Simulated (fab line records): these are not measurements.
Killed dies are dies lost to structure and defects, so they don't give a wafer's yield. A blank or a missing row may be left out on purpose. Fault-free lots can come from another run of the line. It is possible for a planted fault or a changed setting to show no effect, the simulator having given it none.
2 desks looking at one fault + flow sky130 + what lay behind the numbers comes last; until then each desk has only its own

## THE TOOL OWNER'S DESK: plasmaAsher-02
The tool's own readings at SKY_VIA2_STRIP_16 (strips in O2/N2): means of the sampled wafers that have a number, for each lot that ran on this tool. Marked OUT: a lot whose mean sits more than 4 standard deviations from the usual mean, which makes it out of limits; the brackets give that distance.
Columns: A = drypumpMotorCurrentA at SKY_VIA2_STRIP_16, usual 5.8 A; B = oesProductAu at SKY_VIA2_STRIP_16, usual 0.398 a.u.; C = stripTimeToEndpointS at SKY_VIA2_STRIP_16, usual 4.044 s
| lot  | first seen here | A   | B     | C     |
|------|-----------------|-----|-------|-------|
| L299 | day 37 03:04    | 5.6 | 0.400 | 4.077 |
| L300 | day 37 11:44    | 5.6 | 0.399 | 4.032 |
| L307 | day 39 07:35    | 6.0 | 0.398 | 4.026 |
| L313 | day 40 20:02    | 6.0 | 0.393 | 4.055 |
| L317 | day 41 15:31    | 5.6 | 0.402 | 4.018 |
| L318 | day 42 01:37    | 6.0 | 0.399 | 4.032 |
This desk's finding: nothing out of limits on any of the 6 lots.

## THE METROLOGY DESK
What the gauges read for every lot (on any tool): the sampled wafers with a number, averaged. Marked OUT: a lot whose mean sits more than 4 standard deviations from the usual mean, which makes it out of limits; the brackets give that distance.
Columns: A = cdNm at SKY_METAL4_CD_MEAS_13, usual 299.1 nm
| lot  | first seen here | A     |
|------|-----------------|-------|
| L299 | day 42 12:58    | 299.4 |
| L300 | day 42 18:52    | 299.1 |
| L302 | day 43 05:37    | 299.9 |
| L303 | day 43 08:57    | 298.7 |
| L307 | day 44 12:09    | 300.8 |
| L308 | day 44 12:45    | 299.4 |
| L310 | day 45 02:27    | 297.7 |
| L311 | day 45 10:04    | 295.4 |
| L313 | day 45 19:25    | 298.0 |
| L317 | day 46 16:20    | 298.8 |
| L318 | day 46 21:56    | 301.1 |
| L322 | day 48 00:58    | 298.4 |
This desk's finding: nothing out of limits on any of the 12 lots.

## BROUGHT TOGETHER
Nothing out of limits was seen by the tool owner's desk.
Metrology desk: nothing out of limits seen.

## WHAT WAS PUT IN BY THE SIMULATOR
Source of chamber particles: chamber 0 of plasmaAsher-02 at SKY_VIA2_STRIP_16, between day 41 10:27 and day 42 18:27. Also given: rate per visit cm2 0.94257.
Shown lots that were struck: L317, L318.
